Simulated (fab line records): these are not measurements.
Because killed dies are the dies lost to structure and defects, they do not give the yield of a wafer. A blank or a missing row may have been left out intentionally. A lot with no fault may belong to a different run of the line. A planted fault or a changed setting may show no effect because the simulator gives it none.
Which of the tools did it? | flow sky130 | 15 lots (45 wafers sampled), 1 step of a 708-step route

WHAT THE GAUGES READ, wafer by wafer
SKY_METAL3_OVL_MEAS_14.
lot  | measured     | on         | METAL3_OVL (nm)
L191 | day 38 18:15 | overlay-02 | 1 -2 -3
L193 | day 39 07:36 | overlay-01 | -8 -7 -5
L194 | day 39 18:39 | overlay-01 | 1 0 -3
L195 | day 40 01:09 | overlay-01 | -11 -4 -10
L196 | day 40 03:30 | overlay-01 | -2 -8 2
L197 | day 40 12:52 | overlay-01 | -6 1 5
L205 | day 42 20:34 | overlay-02 | -4 3 -8
L206 | day 43 04:58 | overlay-02 | 3 5 0
L207 | day 43 08:37 | overlay-01 | -4 -4 -8
L209 | day 43 22:00 | overlay-02 | 0 -12 -11
L210 | day 44 03:39 | overlay-02 | -8 -5 1
L211 | day 44 11:04 | overlay-02 | -3 3 -1
L212 | day 44 16:22 | overlay-02 | 4 -4 1
L213 | day 44 20:55 | overlay-02 | -6 -6 -3
L214 | day 45 09:49 | overlay-01 | -4 6 6

WHAT TOOL EACH LOT RAN ON (gives the tool, then ch and the chambers of the sampled wafers, and finally the start)
There is no process step in the record ahead of these readings.

AS READ BY THE TOOLS THEMSELVES (means over the sampled wafers that have a number; for cases with no such wafer, the mark the record gives instead)
The record holds no such reading with a usual standard deviation.

THE ANSWER, worked out from the rows above alone
Rule: the lots themselves supply what counts as usual. Put in order of their means at a reading, lots are off if they are a third of the lots or fewer, leave a main group of 4 or more, and stand apart from it by a gap of 3 or more times the standard deviation of the main group's means; of several such gaps the widest counts. A main group whose means are all the same, to the digits that the tables above print for the reading, isn't used. Also off: a lot with no number at a reading for which 4 or more lots have one. Where the step has rows for the other lots, those lots are counted as sound. First the gauges in route order, then the tools' own readings, where a lot's mean is used as printed above. The first step at which some lot is off is used, and at that step the reading that is off furthest; a lot without a number counts as furthest.
None of the lots is off at any reading shown; this tells nothing.

WHAT WAS PUT IN BY THE SIMULATOR
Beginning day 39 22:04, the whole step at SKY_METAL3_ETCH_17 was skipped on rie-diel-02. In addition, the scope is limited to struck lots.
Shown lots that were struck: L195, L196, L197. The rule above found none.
